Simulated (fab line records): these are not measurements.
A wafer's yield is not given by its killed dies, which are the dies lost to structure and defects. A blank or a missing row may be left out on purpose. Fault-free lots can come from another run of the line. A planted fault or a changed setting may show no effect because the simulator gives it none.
Check for tools in common :: flow gf180mcu :: 12 lots, 36 wafers sampled

## REASON FOR OPENING
At GF_HV_LDD_THK_MEAS_57 the reading HV_LDD_CVD_56_THK is flagged on 2 of 12 lots. Fault-free wafers read 89.8 nm, with a standard deviation of 0.78.
Rule: a lot is flagged in two cases, either no wafer of it has a number, or all its wafers with numbers fall more than 4 standard deviations from that mean. The rest of the lots are taken to be sound.

lot: L370
measured: day 12 11:28
on: film-metro-03
HV_LDD_CVD_56_THK (nm), wafer by wafer: 92.1 91.8 91.6
flag: 

lot: L372
measured: day 13 03:01
on: film-metro-03
HV_LDD_CVD_56_THK (nm), wafer by wafer: 89.9 89.5 90.0
flag: 

lot: L373
measured: day 13 09:39
on: film-metro-04
HV_LDD_CVD_56_THK (nm), wafer by wafer: 90.0 89.7 89.3
flag: 

lot: L375
measured: day 14 08:08
on: film-metro-02
HV_LDD_CVD_56_THK (nm), wafer by wafer: 90.2 89.6 90.0
flag: 

lot: L376
measured: day 14 14:31
on: film-metro-03
HV_LDD_CVD_56_THK (nm), wafer by wafer: 88.9 89.0 89.6
flag: 

lot: L380
measured: day 16 01:19
on: film-metro-04
HV_LDD_CVD_56_THK (nm), wafer by wafer: 89.2 89.7 89.5
flag: 

lot: L384
measured: day 17 15:07
on: film-metro-02
HV_LDD_CVD_56_THK (nm), wafer by wafer: 84.9 84.7 83.9
flag: FLAGGED

lot: L385
measured: day 17 16:32
on: film-metro-03
HV_LDD_CVD_56_THK (nm), wafer by wafer: 83.6 83.0 83.0
flag: FLAGGED

lot: L386
measured: day 18 01:05
on: film-metro-02
HV_LDD_CVD_56_THK (nm), wafer by wafer: 89.5 89.3 89.8
flag: 

lot: L391
measured: day 19 14:28
on: film-metro-03
HV_LDD_CVD_56_THK (nm), wafer by wafer: 89.0 89.4 89.9
flag: 

lot: L392
measured: day 19 19:20
on: film-metro-04
HV_LDD_CVD_56_THK (nm), wafer by wafer: 90.2 90.3 90.4
flag: 

lot: L393
measured: day 20 05:08
on: film-metro-04
HV_LDD_CVD_56_THK (nm), wafer by wafer: 90.4 89.8 89.9
flag: 
The numbers of the flagged lots are 83.8 nm on average: -6.0 nm against the usual, or -8 standard deviations.

## LOT BY LOT: THE TOOL USED
The record holds 1 process step before the reading, out of a route of 602 steps. In each cell: the tool, then ch and the chambers that the sampled wafers went through, then the start.
lot: L370
flag: 
GF_HV_LDD_CVD_56: lpcvd-01 ch 0, day 12 10:01

lot: L372
flag: 
GF_HV_LDD_CVD_56: lpcvd-02 ch 1, day 13 01:35

lot: L373
flag: 
GF_HV_LDD_CVD_56: lpcvd-02 ch 0, day 13 08:13

lot: L375
flag: 
GF_HV_LDD_CVD_56: lpcvd-01 ch 1, day 14 06:40

lot: L376
flag: 
GF_HV_LDD_CVD_56: lpcvd-01 ch 1, day 14 13:04

lot: L380
flag: 
GF_HV_LDD_CVD_56: lpcvd-02 ch 0, day 15 23:53

lot: L384
flag: FLAGGED
GF_HV_LDD_CVD_56: lpcvd-01 ch 0, day 17 13:40

lot: L385
flag: FLAGGED
GF_HV_LDD_CVD_56: lpcvd-01 ch 0, day 17 15:06

lot: L386
flag: 
GF_HV_LDD_CVD_56: lpcvd-02 ch 1, day 17 22:56

lot: L391
flag: 
GF_HV_LDD_CVD_56: lpcvd-02 ch 0, day 19 12:20

lot: L392
flag: 
GF_HV_LDD_CVD_56: lpcvd-02 ch 0, day 19 17:11

lot: L393
flag: 
GF_HV_LDD_CVD_56: lpcvd-02 ch 1, day 20 02:58
These steps, and what they do:
- GF_HV_LDD_CVD_56: deposits Si3N4 from DCS/NH3, target thk 90 nm, time 1543 s.
- GF_HV_LDD_THK_MEAS_57

## FLAGGED OVER TOTAL, TOOL BY TOOL (the gauges that took the reading come last)
step: GF_HV_LDD_CVD_56
tool: lpcvd-01
lots run: 5
flagged: 2
share of the flagged lots: all
sound lots run after its first flagged lot: 0

step: GF_HV_LDD_CVD_56
tool: lpcvd-02
lots run: 7
flagged: 0
share of the flagged lots: none
sound lots run after its first flagged lot: -

step: GF_HV_LDD_THK_MEAS_57
tool: film-metro-02
lots run: 3
flagged: 1
share of the flagged lots: some
sound lots run after its first flagged lot: 1 (L386)

step: GF_HV_LDD_THK_MEAS_57
tool: film-metro-03
lots run: 5
flagged: 1
share of the flagged lots: some
sound lots run after its first flagged lot: 1 (L391)

step: GF_HV_LDD_THK_MEAS_57
tool: film-metro-04
lots run: 4
flagged: 0
share of the flagged lots: none
sound lots run after its first flagged lot: -

## WHAT THE TABLE ALLOWS
Rows of the table that ran each flagged lot: 1, that is lpcvd-01 at GF_HV_LDD_CVD_56.
- lpcvd-01 at GF_HV_LDD_CVD_56 ran 5 lots, 2 of them flagged. Its last sound lot is L376 (day 14 13:04), its first flagged lot L384 (day 17 13:40): a fault that began between those two fits. Its own readings (susceptor-temp-C) fall more than 4 standard deviations out on all wafers of the flagged lots.
Just one tool remains: lpcvd-01 at GF_HV_LDD_CVD_56.

## WHAT THE SIMULATOR HAD PUT IN
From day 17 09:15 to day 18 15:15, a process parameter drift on lpcvd-01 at GF_HV_LDD_CVD_56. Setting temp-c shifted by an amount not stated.
Struck lots among those shown: L384, L385. Same finding as the rule above.
